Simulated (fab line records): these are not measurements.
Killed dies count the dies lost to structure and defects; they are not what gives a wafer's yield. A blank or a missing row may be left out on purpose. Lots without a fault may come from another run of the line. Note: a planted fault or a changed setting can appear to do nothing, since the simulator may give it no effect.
Problem report in the 8D (eight disciplines) form, filled by code :: flow sky130 :: the parts of the form that need people (team, actions taken, sign-off) are left out

== 1. WHAT WENT WRONG ==
At SKY_METAL4_METAL_ETCH_18, oes_product_au averages 0.634 a.u. over 6 wafers from 3 lots, while fault-free wafers read 0.865 a.u., standard deviation 0.0065. That puts it -36 standard deviations away from the usual mean.
The step: etches the open film in Cl2/BCl3, stops on SiO2, target depth 845 nm, time 183.1 s.
Seen first at day 44 07:14 on rie_metal-01, wafer L322.1. The record has a number at this step for 33 wafers belonging to 11 lots. Rule for "out", or "out of limits": more than 4 standard deviations from the usual mean. The other wafers with a number count as sound.

== 2. WHAT IT IS, WHAT IT ISN'T ==
question: which readings at this step
is: oes_product_au
is not: drypump_motor_current_A

question: which lots
is: L322, L325, L326
is not: L315, L316, L317, L318, L319, L320, L321, L333

question: which wafers of those lots
is: L322.1, L322.4, L325.4, L325.5, L326.1, L326.5
is not: L322.2, L325.2, L326.3

question: read on which tools
is: rie_metal-01, rie_metal-02, rie_metal-03
is not: -

question: when
is: from day 44 07:14
is not: up to then (22 sound wafers); but 5 sound wafers of L325, L326, L333 came after

== 3. SUSPECTS, AND WHAT RULES EACH OUT ==
Counting: any tool at a process step up to the reading remains a suspect provided it ran every lot that is out. Sound lots after the first of them don't rule it out here, since some wafers of a struck lot are sound.
- pvd_sputter-01 at SKY_METAL4_SPUTTER_02 (material AlCu, target thk 735 nm, time 39.1 s): kept. Ran every lot that is out, first one L322 (day 42 09:05); last sound lot up to then L321 (day 41 19:01).
After counting, what remains is pvd_sputter-01 at SKY_METAL4_SPUTTER_02.

== 4. THE CAUSE (what the simulator had put in) ==
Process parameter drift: pvd_sputter-01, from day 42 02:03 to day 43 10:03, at SKY_METAL4_SPUTTER_02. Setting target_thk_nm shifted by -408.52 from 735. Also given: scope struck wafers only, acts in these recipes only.
Only this tool survived the counting.

== 5. SEQUENCE OF EFFECTS, ordered by route ==
Each row: a reading whose mean over the struck wafers that have a number lies more than 3 standard deviations from the usual. Readings are gone through only where the record gives a usual standard deviation; hours: the median, over the lots, of the time from a lot's start at the first step in this table giving one to that lot's start at this step; sigmas: the change measured in usual standard deviations.
hours: 0
step: SKY_METAL4_METAL_ETCH_18
reading: oes_product_au
usual: 0.865 a.u.
on struck wafers: 0.634
change: -0.231
sigmas: -36
Here are the process steps it includes:
- SKY_METAL4_METAL_ETCH_18: etches the open film in Cl2/BCl3, stops on SiO2, target depth 845 nm, time 183.1 s.

== 6. WHAT WOULD HAVE CAUGHT IT SOONER ==
First out-of-limits reading in this record: day 44 07:14, which is 53 hours after fault onset at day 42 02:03.
No tool reading at SKY_METAL4_SPUTTER_02 that has a usual standard deviation in the record was out on any struck wafer, so an alarm limit of 4 standard deviations on those readings would not have fired.
The start of SKY_METAL4_SPUTTER_02 on pvd_sputter-01 came by day 44 07:14 for every one of the lots that are out (3). Tool hold at that time: it would have spared none of them.
